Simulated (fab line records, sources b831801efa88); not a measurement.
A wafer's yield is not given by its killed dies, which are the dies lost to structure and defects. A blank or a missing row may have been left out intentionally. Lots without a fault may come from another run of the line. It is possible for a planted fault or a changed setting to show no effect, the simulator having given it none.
fab line records	flow sky130
[record] lots = 11	wafers = 33	last_day = 50
route steps=708 shown NWELL@63 VT_ADJUST_LVTN@117 VT_ADJUST_NCORE@121 VT_ADJUST_HVTR@142 VT_ADJUST_PCH@153 PAD_OPEN@708
lots that met no fault: from a run of the same line without faults
start_h: the number of hours between the record's first day and the start of the first shown wafer of the lot	wait_h: hours elapsed since this lot's preceding step	" as in the row above	L1.1+2: several wafers, shown together as one row	- no value, or no start given	* or withheld: withheld	< > ~ a bound
route shown NAME@n: NAME is a module with steps in the file, n the number in the route of the first one	usual: mean/standard deviation taken from wafers without a fault	same: alike in all rows	chamber/n: place in a boat	sites: each site's reading	_std_site: standard deviation across them	_edge_site: outer sites' mean less inner sites'	radius_mm: how far each site lies from the wafer's centre	mask NAME#n: copy n	behind: the last tool/chamber to shape the wafer	hold: why the lot went on hold/how many hours it stayed there/how the hold came to an end	device: the n, p or np transistor that did not switch	end of line: at the end of the route, the tests of the same wafers	a step given without rows: its recipe and nothing more	killed: dies that structure and defects cost at the first sort, which is not the same as the wafer's yield	map: a wafer's dies, x killed, . not, _ none there
set.NAME: the setting that was run; set.NAME@STEP: the one run at that earlier step	model.NAME: the simulator's own value behind a step, which no gauge read
one table for each step of the route and one row for each wafer, over a sample of lots
services: a tool's chamber out of use, with start hour (start_h, from the record's first day; less than 0 if before it), hours out, and reason
[[steps]]
[step SKY_NWELL_OVL_MEAS_10]
[usual] NWELL_00_OVL = -0.9/1.4
lot.wafer	tool	chamber	start_h	wait_h	NWELL_00_OVL[nm]
L585.2	overlay-02	-	100.27	-	1.3
L585.3	"	-	"	"	-2.7
L585.4	"	-	"	"	-2.4
L587.2	overlay-02	-	110.38	-	-2.3
L587.3	"	-	"	"	-1.4
L587.5	"	-	"	"	-2.8
L588.2	overlay-01	-	115.57	-	-0.4
L588.3	"	-	"	"	-0.7
L588.5	"	-	"	"	0.3
L594.1	overlay-02	-	151.82	-	-1.8
L594.5	"	-	"	"	1.4
L594.6	"	-	"	"	1.1
L595.1	overlay-01	-	159.47	-	-1.0
L595.4	"	-	"	"	-3.2
L595.5	"	-	"	"	-1.7
L601.1	overlay-02	-	190.27	-	1.3
L601.3	"	-	"	"	0.1
L601.4	"	-	"	"	-1.2
L602.1	overlay-02	-	195.16	-	-2.3
L602.3	"	-	"	"	-1.2
L602.6	"	-	"	"	-1.1
L603.2	overlay-01	-	203.17	-	0.1
L603.4	"	-	"	"	2.7
L603.5	"	-	"	"	0.9
L604.3	overlay-02	-	207.98	-	-1.6
L604.5	"	-	"	"	-1.4
L604.6	"	-	"	"	-2.6
L605.3	overlay-01	-	216.68	-	-0.3
L605.5	"	-	"	"	-1.2
L605.6	"	-	"	"	-1.3
L606.2	overlay-02	-	223.78	-	-2.5
L606.4	"	-	"	"	-0.9
L606.6	"	-	"	"	-3.2
[step SKY_NWELL_OVL_MEAS_23]
[usual] NWELL_01_OVL = -0.7/1.3
lot.wafer	tool	chamber	start_h	wait_h	NWELL_01_OVL[nm]
L585.2	overlay-01	-	118.87	-	1.1
L585.3	"	-	"	"	-1.0
L585.4	"	-	"	"	-1.4
L587.2	overlay-02	-	129.07	-	0.5
L587.3	"	-	"	"	0.8
L587.5	"	-	"	"	-1.3
L588.2	overlay-02	-	134.68	-	-3.4
L588.3	"	-	"	"	-2.5
L588.5	"	-	"	"	-1.0
L594.1	overlay-01	-	172.36	-	-0.9
L594.5	"	-	"	"	-1.2
L594.6	"	-	"	"	-1.7
L595.1	overlay-02	-	180.57	-	-1.1
L595.4	"	-	"	"	-0.3
L595.5	"	-	"	"	-0.4
L601.1	overlay-01	-	212.22	-	0.8
L601.3	"	-	"	"	-1.5
L601.4	"	-	"	"	0.2
L602.1	overlay-02	-	217.61	-	-0.4
L602.3	"	-	"	"	-0.4
L602.6	"	-	"	"	-0.3
L603.2	overlay-01	-	225.73	-	0.8
L603.4	"	-	"	"	0.7
L603.5	"	-	"	"	0.9
L604.3	overlay-02	-	230.89	-	-1.9
L604.5	"	-	"	"	-2.0
L604.6	"	-	"	"	-1.6
L605.3	overlay-02	-	239.34	-	-2.3
L605.5	"	-	"	"	-4.3
L605.6	"	-	"	"	-3.2
L606.2	overlay-01	-	247.08	-	1.1
L606.4	"	-	"	"	1.3
L606.6	"	-	"	"	0.3
[step SKY_VT_ADJUST_LVTN_STRIP_20]
[recipe] chemistry = O2/N2	power_w = 1400	pressure_mtorr = 1500	platen_temp_c = withheld	o2_flow_sccm = 3000	n2_flow_sccm = 300	overash_fraction = 0.5
[usual] drypump_motor_current_A = 5.77/0.28	oes_product_au = 0.715/0.0047	strip_time_to_endpoint_s = 14.18/0.035
lot.wafer	tool	chamber	start_h	wait_h	drypump_motor_current_A	oes_product_au	rf_hours_counter_h	strip_time_to_endpoint_s
L585.2	plasma_asher-01	1	178.72	0.1	5.70	0.715	47	14.13
L585.3	"	0	"	"	5.86	0.713	-	14.17
L585.4	"	1	"	"	5.66	0.707	-	14.15
L587.2	plasma_asher-04	1	189.51	0.1	5.99	0.717	52	14.13
L587.3	"	0	"	"	5.60	0.709	-	14.16
L587.5	"	1	"	"	6.00	0.715	-	14.18
L588.2	plasma_asher-02	1	196.71	0.1	6.16	0.716	39	14.17
L588.3	"	0	"	"	5.32	0.715	-	14.18
L588.5	"	0	"	"	5.32	0.710	-	14.18
L594.1	plasma_asher-04	0	238.65	0.1	5.59	0.712	56	14.22
L594.5	"	0	"	"	5.57	0.723	-	14.24
L594.6	"	1	"	"	6.01	0.712	-	14.24
L595.1	plasma_asher-04	0	247.67	0.1	5.59	0.711	57	14.17
L595.4	"	1	"	"	6.01	0.715	-	14.10
L595.5	"	0	"	"	5.58	0.717	-	14.15
L601.1	plasma_asher-01	0	282.27	0.1	5.83	0.719	58	14.23
L601.3	"	1	"	"	5.68	0.713	-	14.20
L601.4	"	0	"	"	5.85	0.718	-	14.25
L602.1	plasma_asher-02	1	287.30	0.1	6.19	0.719	48	14.12
L602.3	"	1	"	"	6.19	0.707	-	14.13
L602.6	"	1	"	"	6.17	0.724	-	14.13
L603.2	plasma_asher-04	0	296.37	0.1	5.59	0.717	62	14.20
L603.4	"	0	"	"	5.58	0.715	-	14.21
L603.5	"	0	"	"	5.57	0.713	-	14.16
L604.3	plasma_asher-01	0	304.08	0.1	5.86	0.705	-	14.16
L604.5	"	1	"	"	5.70	0.711	-	14.16
L604.6	"	0	"	"	5.85	0.719	-	14.15
L605.3	plasma_asher-02	0	312.75	0.1	5.31	0.715	-	14.19
L605.5	"	1	"	"	6.19	0.708	-	14.19
L605.6	"	0	"	"	5.32	0.715	-	14.20
L606.2	plasma_asher-02	1	322.07	0.1	6.14	0.711	51	14.17
L606.4	"	1	"	"	6.17	0.717	-	14.14
L606.6	"	1	"	"	6.18	0.719	-	14.16
[step SKY_VT_ADJUST_NCORE_COAT_02]
[recipe] resist = NOVOLAK	spin_rpm = 3000	resist_thk_nm = 1154
[usual] chill_plate_temp_C = 22.98/0.11	dispense_pressure_kPa = 46.6/0.81
lot.wafer	tool	chamber	start_h	wait_h	chill_plate_temp_C	dispense_pressure_kPa
L585.2	litho_track-02	0	188.71	0.1	22.85	45.7
L585.3	"	0	"	"	22.80	45.7
L585.4	"	0	"	"	22.97	45.7
L587.2	litho_track-01	0	200.45	0.1	22.94	47.2
L587.3	"	0	"	"	22.95	47.2
L587.5	"	0	"	"	22.91	47.2
L588.2	litho_track-01	0	207.15	0.1	23.06	47.2
L588.3	"	0	"	"	22.96	47.2
L588.5	"	0	"	"	22.84	47.2
L594.1	litho_track-01	-	250.12	0.1	-	-
L594.5	"	-	"	"	-	-
L594.6	"	-	"	"	-	-
L595.1	litho_track-01	-	259.67	0.1	-	-
L595.4	"	-	"	"	-	-
L595.5	"	-	"	"	-	-
L601.1	litho_track-04	0	293.71	0.1	23.12	47.3
L601.3	"	0	"	"	23.21	47.3
L601.4	"	0	"	"	23.12	47.2
L602.1	litho_track-04	0	298.66	0.1	23.13	47.3
L602.3	"	0	"	"	23.07	47.3
L602.6	"	0	"	"	23.09	47.3
L603.2	litho_track-01	0	309.60	0.1	23.04	47.2
L603.4	"	0	"	"	22.94	47.2
L603.5	"	0	"	"	22.96	47.3
L604.3	litho_track-02	0	316.53	0.1	23.14	45.6
L604.5	"	0	"	"	22.92	45.6
L604.6	"	0	"	"	22.97	45.6
L605.3	litho_track-01	0	326.02	0.1	23.01	47.2
L605.5	"	0	"	"	23.06	47.2
L605.6	"	0	"	"	23.03	47.2
L606.2	litho_track-01	0	335.20	0.1	22.95	47.2
L606.4	"	0	"	"	23.14	47.2
L606.6	"	0	"	"	22.96	47.2
[step SKY_VT_ADJUST_NCORE_CD_MEAS_07]
[recipe] target_cd_nm = 380
[usual] cd_nm = 379.5/2.4
lot.wafer	tool	chamber	start_h	wait_h	cd_nm
L585.2	cd_sem-01	-	199.75	0.1	384.3
L585.3	"	-	"	"	380.6
L585.4	"	-	"	"	381.0
L587.2	cd_sem-01	-	210.99	0.1	381.7
L587.3	"	-	"	"	383.9
L587.5	"	-	"	"	383.7
L588.2	cd_sem-01	-	218.44	0.1	381.3
L588.3	"	-	"	"	377.8
L588.5	"	-	"	"	380.6
L594.1	cd_sem-02	-	262.08	0.1	-
L594.5	"	-	"	"	-
L594.6	"	-	"	"	-
L595.1	cd_sem-02	-	271.57	0.1	-
L595.4	"	-	"	"	-
L595.5	"	-	"	"	-
L601.1	cd_sem-01	-	306.17	0.1	375.1
L601.3	"	-	"	"	375.3
L601.4	"	-	"	"	375.7
L602.1	cd_sem-01	-	311.63	0.1	379.5
L602.3	"	-	"	"	380.0
L602.6	"	-	"	"	381.3
L603.2	cd_sem-02	-	322.20	0.1	379.9
L603.4	"	-	"	"	379.0
L603.5	"	-	"	"	380.1
L604.3	cd_sem-01	-	330.11	0.1	380.7
L604.5	"	-	"	"	380.9
L604.6	"	-	"	"	375.6
L605.3	cd_sem-01	-	339.55	0.1	380.0
L605.5	"	-	"	"	379.7
L605.6	"	-	"	"	377.0
L606.2	cd_sem-02	-	348.00	0.1	378.4
L606.4	"	-	"	"	380.2
L606.6	"	-	"	"	381.3
[step SKY_VT_ADJUST_HVTR_TW_MEAS_11]
[usual] VT_ADJUST_HVTR_TW = 208.4/1
lot.wafer	tool	chamber	start_h	wait_h	VT_ADJUST_HVTR_TW
L585.2	film_metro-01	-	222.59	0.1	210.7
L585.3	"	-	"	"	208.2
L585.4	"	-	"	"	208.8
L587.2	film_metro-04	-	234.08	0.1	208.1
L587.3	"	-	"	"	210.0
L587.5	"	-	"	"	208.2
L588.2	film_metro-01	-	241.49	0.1	209.2
L588.3	"	-	"	"	209.4
L588.5	"	-	"	"	211.1
L594.1	film_metro-04	-	286.57	0.1	258.5
L594.5	"	-	"	"	257.9
L594.6	"	-	"	"	257.5
L595.1	film_metro-02	-	296.13	0.1	259.3
L595.4	"	-	"	"	257.8
L595.5	"	-	"	"	259.3
L601.1	film_metro-02	-	333.32	0.1	208.5
L601.3	"	-	"	"	209.0
L601.4	"	-	"	"	208.9
L602.1	film_metro-01	-	338.97	0.1	210.5
L602.3	"	-	"	"	209.4
L602.6	"	-	"	"	210.4
L603.2	film_metro-04	-	348.49	0.1	208.5
L603.4	"	-	"	"	207.6
L603.5	"	-	"	"	208.3
L604.3	film_metro-04	-	356.50	0.1	207.9
L604.5	"	-	"	"	208.2
L604.6	"	-	"	"	208.4
L605.3	film_metro-02	-	367.39	0.1	208.0
L605.5	"	-	"	"	207.8
L605.6	"	-	"	"	207.4
L606.2	film_metro-02	-	375.71	0.1	207.2
L606.4	"	-	"	"	208.3
L606.6	"	-	"	"	209.6
[step SKY_VT_ADJUST_PCH_TW_MEAS_10]
[usual] VT_ADJUST_PCH_TW = 141.6/0.93
lot.wafer	tool	chamber	start_h	wait_h	VT_ADJUST_PCH_TW
L585.2	film_metro-04	-	244.78	0.1	140.1
L585.3	"	-	"	"	141.0
L585.4	"	-	"	"	141.5
L587.2	film_metro-03	-	257.02	0.1	140.8
L587.3	"	-	"	"	141.0
L587.5	"	-	"	"	141.3
L588.2	film_metro-03	-	265.22	0.1	142.7
L588.3	"	-	"	"	141.6
L588.5	"	-	"	"	142.7
L594.1	film_metro-01	-	311.66	0.1	230.4
L594.5	"	-	"	"	229.0
L594.6	"	-	"	"	229.0
L595.1	film_metro-01	-	322.11	0.1	228.2
L595.4	"	-	"	"	228.6
L595.5	"	-	"	"	228.1
L601.1	film_metro-04	-	360.15	0.1	140.7
L601.3	"	-	"	"	140.1
L601.4	"	-	"	"	141.3
L602.1	film_metro-01	-	365.61	0.1	143.9
L602.3	"	-	"	"	144.4
L602.6	"	-	"	"	143.6
L603.2	film_metro-03	-	375.62	0.1	141.4
L603.4	"	-	"	"	141.5
L603.5	"	-	"	"	142.0
L604.3	film_metro-03	-	382.94	0.1	141.2
L604.5	"	-	"	"	141.8
L604.6	"	-	"	"	142.3
L605.3	film_metro-01	-	395.64	0.1	143.4
L605.5	"	-	"	"	142.6
L605.6	"	-	"	"	142.5
L606.2	film_metro-04	-	403.68	0.1	140.8
L606.4	"	-	"	"	140.7
L606.6	"	-	"	"	141.3
[step SKY_PAD_OPEN_PROBE_99]
[usual] killed_at_M0_to_M3 = 42/6.6	killed_at_M4_up = 3.0/1.7	killed_at_contacts = 24/5.3	killed_at_front_end = 15/4.5	killed_at_other = 0.2/0.49	killed_dies = 83/9	killed_on_rim = 16/4	killed_open = 45/6.9	killed_short = 38/5.8
[same] gross_dies = 492	killed_at_back_side = 0
lot.wafer	tool	chamber	start_h	wait_h	killed_at_M0_to_M3	killed_at_M4_up	killed_at_contacts	killed_at_front_end	killed_at_other	killed_dies	killed_on_rim	killed_open	killed_short
L585.2	prober-02	-	1111.08	0.1	35	5	26	18	0	84	18	34	49
L585.3	prober-02	-	1111.13	0.2	43	2	25	16	0	86	14	52	33
L585.4	prober-02	-	1111.18	0.2	40	3	16	14	0	73	16	41	31
L587.2	prober-01	-	1116.31	0.1	37	3	29	8	0	77	15	41	36
L587.3	prober-01	-	1116.36	0.2	41	6	30	16	0	93	24	51	42
L587.5	prober-01	-	1116.46	0.2	40	4	28	9	0	81	17	47	34
L588.2	prober-01	-	1116.61	0.3	49	6	19	20	0	94	24	53	41
L588.3	prober-01	-	1116.66	0.3	38	6	21	17	0	82	16	46	36
L588.5	prober-01	-	1116.76	0.4	31	1	27	11	0	70	14	39	31
L594.1	prober-02	-	1151.61	0.1	40	1	26	424	1	492	96	47	42
L594.5	prober-02	-	1151.81	0.2	35	5	28	424	0	492	96	48	37
L594.6	prober-02	-	1151.86	0.2	47	2	17	425	1	492	96	42	43
L595.1	prober-01	-	1156.88	0.1	47	5	28	412	0	492	96	52	49
L595.4	prober-01	-	1157.03	0.2	35	5	24	428	0	492	96	36	37
L595.5	prober-01	-	1157.08	0.2	43	4	28	417	0	492	96	57	39
L601.1	prober-01	-	1172.24	0.1	44	1	15	13	0	73	11	38	35
L601.3	prober-01	-	1172.34	0.2	53	4	22	13	0	92	17	52	39
L601.4	prober-01	-	1172.39	0.2	53	2	17	10	0	82	17	45	37
L602.1	prober-02	-	1186.00	0.1	38	4	29	18	0	89	19	49	39
L602.3	prober-02	-	1186.10	0.2	41	7	24	16	0	88	24	48	39
L602.6	prober-02	-	1186.25	0.2	60	5	26	11	0	102	25	56	46
L605.3	prober-02	-	1193.20	0.2	38	3	22	16	0	79	15	40	39
L605.5	prober-02	-	1193.30	0.2	39	2	25	9	0	75	14	47	28
L605.6	prober-02	-	1193.35	0.2	42	2	21	15	0	80	16	43	37
L604.3	prober-01	-	1194.23	0.2	51	2	17	8	0	78	19	42	36
L604.5	prober-01	-	1194.33	0.2	38	5	26	12	0	81	17	38	43
L604.6	prober-01	-	1194.38	0.2	46	3	22	5	0	76	6	42	34
L606.2	prober-02	-	1195.96	0.1	43	4	25	18	0	90	21	50	40
L606.4	prober-02	-	1196.06	0.2	43	2	29	14	1	89	19	52	37
L606.6	prober-02	-	1196.16	0.2	54	2	22	20	0	98	20	56	42
L603.2	prober-01	-	1196.92	0.1	37	3	26	23	0	89	11	41	47
L603.4	prober-01	-	1197.02	0.2	39	1	16	14	0	70	11	37	33
L603.5	prober-01	-	1197.07	0.2	36	2	30	15	0	83	14	50	33
// killed by level:class
L585.2 CONTACT:geometric_particle:open=9 LI_CONTACT:geometric_particle:open=8 METAL2:geometric_particle:short=7 FIELD_ISO:geometric_particle:short=6 METAL1:geometric_particle:short=6 VIA2:geometric_particle:open=5 FIELD_ISO:geometric_particle:open=4 POLY_GATE:geometric_particle:short=4
L585.3 VIA2:geometric_particle:open=10 CONTACT:geometric_particle:open=8 VIA1:geometric_particle:open=8 LI_CONTACT:geometric_particle:open=7 METAL2:geometric_particle:short=6 CONTACT:geometric_particle:short=5 FIELD_ISO:geometric_particle:open=4 POLY_GATE:geometric_particle:short=4
L585.4 VIA3:geometric_particle:open=13 VIA1:geometric_particle:open=9 FIELD_ISO:geometric_particle:short=5 VIA2:geometric_particle:open=5 POLY_GATE:geometric_particle:short=4 LOCAL_INTERCONNECT:geometric_particle:short=4 CONTACT:geometric_particle:open=4 METAL1:geometric_particle:short=4
L587.2 CONTACT:geometric_particle:open=10 LI_CONTACT:geometric_particle:open=8 VIA1:geometric_particle:open=7 VIA1:geometric_particle:short=7 VIA3:geometric_particle:open=7 LI_CONTACT:geometric_particle:short=4 CONTACT:geometric_particle:short=4 METAL2:geometric_particle:short=4
L587.3 CONTACT:geometric_particle:open=12 METAL2:geometric_particle:short=8 VIA1:geometric_particle:open=8 VIA3:geometric_particle:open=8 LI_CONTACT:geometric_particle:open=7 SPACER:geometric_particle:open=6 CONTACT:geometric_particle:short=5 METAL4:geometric_particle:short=5
L587.5 CONTACT:geometric_particle:open=15 VIA1:geometric_particle:open=9 VIA3:geometric_particle:open=8 METAL2:geometric_particle:short=6 VIA2:geometric_particle:open=6 METAL1:geometric_particle:short=5 LOCAL_INTERCONNECT:geometric_particle:short=4 METAL4:geometric_particle:short=4
L588.2 VIA1:geometric_particle:open=13 CONTACT:geometric_particle:open=10 METAL2:geometric_particle:short=8 VIA2:geometric_particle:open=7 FIELD_ISO:geometric_particle:short=5 METAL4:geometric_particle:short=5 POLY_GATE:geometric_particle:short=4 METAL2:geometric_particle:open=4
L588.3 VIA1:geometric_particle:open=11 CONTACT:geometric_particle:open=7 METAL1:geometric_particle:short=6 FIELD_ISO:geometric_particle:open=5 LI_CONTACT:geometric_particle:open=5 VIA2:geometric_particle:open=5 METAL4:geometric_particle:short=4 POLY_GATE:geometric_particle:open=3
L588.5 CONTACT:geometric_particle:open=7 VIA1:geometric_particle:open=7 LI_CONTACT:geometric_particle:open=6 FIELD_ISO:geometric_particle:open=5 LI_CONTACT:geometric_particle:short=5 CONTACT:geometric_particle:short=5 VIA3:geometric_particle:open=5 METAL1:geometric_particle:short=4
L594.1 VT_ADJUST_NCORE:area_expose=402 CONTACT:geometric_particle:open=14 VIA1:geometric_particle:open=13 POLY_GATE:geometric_particle:short=6 CONTACT:geometric_particle:short=6 POLY_GATE:geometric_particle:open=5 METAL2:geometric_particle:short=5 VIA1:geometric_particle:short=5
L594.5 VT_ADJUST_NCORE:area_expose=407 CONTACT:geometric_particle:open=14 LI_CONTACT:geometric_particle:open=8 VIA2:geometric_particle:open=8 POLY_GATE:geometric_particle:open=7 VIA1:geometric_particle:short=6 FIELD_ISO:geometric_particle:open=5 METAL1:geometric_particle:short=5
L594.6 VT_ADJUST_NCORE:area_expose=406 VIA1:geometric_particle:open=9 CONTACT:geometric_particle:open=8 VIA3:geometric_particle:open=8 METAL2:geometric_particle:short=6 FIELD_ISO:geometric_particle:short=5 VIA1:geometric_particle:short=5 POLY_GATE:geometric_particle:short=4
L595.1 VT_ADJUST_NCORE:area_expose=390 VIA1:geometric_particle:open=13 CONTACT:geometric_particle:open=11 VIA1:geometric_particle:short=8 POLY_GATE:geometric_particle:open=7 VIA3:geometric_particle:open=7 POLY_GATE:geometric_particle:short=6 FIELD_ISO:geometric_particle:short=5
L595.4 VT_ADJUST_NCORE:area_expose=419 CONTACT:geometric_particle:open=9 VIA1:geometric_particle:open=7 LI_CONTACT:geometric_particle:open=6 CONTACT:geometric_particle:short=5 VIA1:geometric_particle:short=5 VIA3:geometric_particle:open=5 METAL4:geometric_particle:short=5
L595.5 VT_ADJUST_NCORE:area_expose=396 VIA1:geometric_particle:open=16 CONTACT:geometric_particle:open=13 METAL2:geometric_particle:short=8 LI_CONTACT:geometric_particle:open=8 FIELD_ISO:geometric_particle:short=7 POLY_GATE:geometric_particle:open=6 POLY_GATE:geometric_particle:short=5
L601.1 VIA1:geometric_particle:open=10 VIA2:geometric_particle:open=9 METAL1:geometric_particle:short=5 LI_CONTACT:geometric_particle:open=5 VIA1:geometric_particle:short=5 METAL2:geometric_particle:short=5 FIELD_ISO:geometric_particle:short=3 POLY_GATE:geometric_particle:short=3
L601.3 VIA1:geometric_particle:open=16 VIA3:geometric_particle:open=9 LI_CONTACT:geometric_particle:open=6 LOCAL_INTERCONNECT:geometric_particle:short=6 CONTACT:geometric_particle:open=6 VIA1:geometric_particle:short=5 VIA2:geometric_particle:open=5 METAL1:geometric_particle:short=4
L601.4 VIA1:geometric_particle:open=10 METAL2:geometric_particle:short=10 CONTACT:geometric_particle:open=8 VIA3:geometric_particle:open=8 VIA2:geometric_particle:open=6 LI_CONTACT:geometric_particle:open=5 METAL3:geometric_particle:short=4 VIA1:geometric_particle:short=4
L602.1 CONTACT:geometric_particle:open=10 METAL2:geometric_particle:short=9 LI_CONTACT:geometric_particle:open=8 VIA1:geometric_particle:open=7 FIELD_ISO:geometric_particle:open=6 CONTACT:geometric_particle:short=6 FIELD_ISO:geometric_particle:short=4 SPACER:geometric_particle:open=4
L602.3 CONTACT:geometric_particle:open=9 VIA1:geometric_particle:open=9 LI_CONTACT:geometric_particle:open=7 METAL1:geometric_particle:short=6 VIA3:geometric_particle:open=6 METAL4:geometric_particle:short=6 VIA2:geometric_particle:open=5 FIELD_ISO:geometric_particle:short=3
L602.6 VIA3:geometric_particle:open=14 CONTACT:geometric_particle:open=10 VIA2:geometric_particle:open=10 VIA1:geometric_particle:short=6 VIA1:geometric_particle:open=6 LI_CONTACT:geometric_particle:open=5 LOCAL_INTERCONNECT:geometric_particle:short=5 METAL1:geometric_particle:short=5
L605.3 LI_CONTACT:geometric_particle:open=8 VIA1:geometric_particle:open=7 VIA3:geometric_particle:open=6 CONTACT:geometric_particle:open=6 FIELD_ISO:geometric_particle:short=5 METAL2:geometric_particle:short=5 POLY_GATE:geometric_particle:short=4 LI_CONTACT:geometric_particle:short=4
L605.5 CONTACT:geometric_particle:open=11 VIA2:geometric_particle:open=9 VIA1:geometric_particle:open=8 LI_CONTACT:geometric_particle:open=8 VIA3:geometric_particle:open=6 VIA2:geometric_particle:short=4 METAL2:geometric_particle:short=4 FIELD_ISO:geometric_particle:short=3
L605.6 VIA1:geometric_particle:open=11 LI_CONTACT:geometric_particle:open=9 METAL2:geometric_particle:short=8 VIA3:geometric_particle:open=7 LOCAL_INTERCONNECT:geometric_particle:short=6 FIELD_ISO:geometric_particle:short=5 POLY_GATE:geometric_particle:open=5 CONTACT:geometric_particle:open=4
L604.3 VIA1:geometric_particle:open=12 VIA3:geometric_particle:open=10 CONTACT:geometric_particle:open=6 VIA1:geometric_particle:short=6 VIA2:geometric_particle:open=5 METAL1:geometric_particle:short=5 METAL2:geometric_particle:short=5 VIA3:geometric_particle:short=5
L604.5 VIA1:geometric_particle:open=7 CONTACT:geometric_particle:open=6 METAL1:geometric_particle:short=6 LI_CONTACT:geometric_particle:short=5 VIA3:geometric_particle:open=5 LOCAL_INTERCONNECT:geometric_particle:short=5 CONTACT:geometric_particle:short=5 SPACER:geometric_particle:open=4
L604.6 VIA1:geometric_particle:open=13 CONTACT:geometric_particle:open=10 VIA3:geometric_particle:open=8 METAL2:geometric_particle:short=7 LOCAL_INTERCONNECT:geometric_particle:short=5 METAL1:geometric_particle:short=5 CONTACT:geometric_particle:short=4 VIA1:geometric_particle:short=4
L606.2 FIELD_ISO:geometric_particle:open=10 LI_CONTACT:geometric_particle:open=9 CONTACT:geometric_particle:open=8 VIA3:geometric_particle:open=8 VIA2:geometric_particle:open=8 METAL2:geometric_particle:short=7 METAL1:geometric_particle:short=6 VIA3:geometric_particle:short=5
L606.4 CONTACT:geometric_particle:open=15 FIELD_ISO:geometric_particle:open=8 LI_CONTACT:geometric_particle:open=6 VIA1:geometric_particle:open=6 METAL2:geometric_particle:short=6 VIA2:geometric_particle:open=6 FIELD_ISO:geometric_particle:short=5 CONTACT:geometric_particle:short=5
L606.6 VIA1:geometric_particle:open=12 VIA3:geometric_particle:open=10 FIELD_ISO:geometric_particle:short=9 VIA2:geometric_particle:open=9 CONTACT:geometric_particle:open=8 METAL1:geometric_particle:short=6 POLY_GATE:geometric_particle:short=5 CONTACT:geometric_particle:short=5
L603.2 FIELD_ISO:geometric_particle:short=11 LI_CONTACT:geometric_particle:open=8 VIA1:geometric_particle:open=7 LOCAL_INTERCONNECT:geometric_particle:short=6 VIA2:geometric_particle:short=6 CONTACT:geometric_particle:short=5 VIA3:geometric_particle:open=4 CONTACT:geometric_particle:open=4
L603.4 VIA1:geometric_particle:open=8 VIA2:geometric_particle:open=7 FIELD_ISO:geometric_particle:open=5 CONTACT:geometric_particle:open=5 CONTACT:geometric_particle:short=5 METAL1:geometric_particle:short=5 VIA1:geometric_particle:short=5 METAL3:geometric_particle:short=4
L603.5 VIA2:geometric_particle:open=11 LI_CONTACT:geometric_particle:open=10 CONTACT:geometric_particle:open=8 FIELD_ISO:geometric_particle:open=6 LOCAL_INTERCONNECT:geometric_particle:short=6 CONTACT:geometric_particle:short=4 METAL1:geometric_particle:short=4 VIA1:geometric_particle:open=4
[[services]]
tool	chamber	start_h	hours	kind
plasma_asher-04	-	208.02	0.7	repair
litho_track-01	-	313.59	-	consumable_replace:filter
[[key]]
[first_sign] step = SKY_VT_ADJUST_NCORE_COAT_02	reading = tool_record	direction = missing
[effect] step = SKY_VT_ADJUST_NCORE_CD_MEAS_07	reading = cd_nm	direction = missing
[effect] step = SKY_VT_ADJUST_HVTR_TW_MEAS_11	reading = VT_ADJUST_HVTR_TW	direction = up	sigmas = 49	usual = 208.4	struck = 258.4
[effect] step = SKY_VT_ADJUST_PCH_TW_MEAS_10	reading = VT_ADJUST_PCH_TW	direction = up	sigmas = 94	usual = 141.6	struck = 228.9
[effect] step = SKY_PAD_OPEN_PROBE_99	reading = killed_at_front_end	direction = up	sigmas = 90	usual = 15	struck = 422
[more_kills_born_at] SKY_VT_ADJUST_NCORE_EXPOSE_04@iline_stepper-01 = 2420
met_at SKY_VT_ADJUST_NCORE_COAT_02
struck_lots L594,L595
tester_left_out L594,L595
not_acting_at SKY_NWELL_OVL_MEAS_10,SKY_NWELL_OVL_MEAS_23,SKY_VT_ADJUST_LVTN_STRIP_20
onset_between 207.15 250.12
[fault] kind = skipped_step_whole	tool = litho_track-01	chamber = -	onset_h = 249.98	steps = SKY_VT_ADJUST_NCORE_COAT_02	scope = struck_lots_only
// tester_left_out: of these lots the tester's yield and bins aren't shown, on N5 and GAA mostly nor the transistor test; their killed dies are dies lost to structure and defects alone, not to doping, threshold or leakage, so they don't give the yield
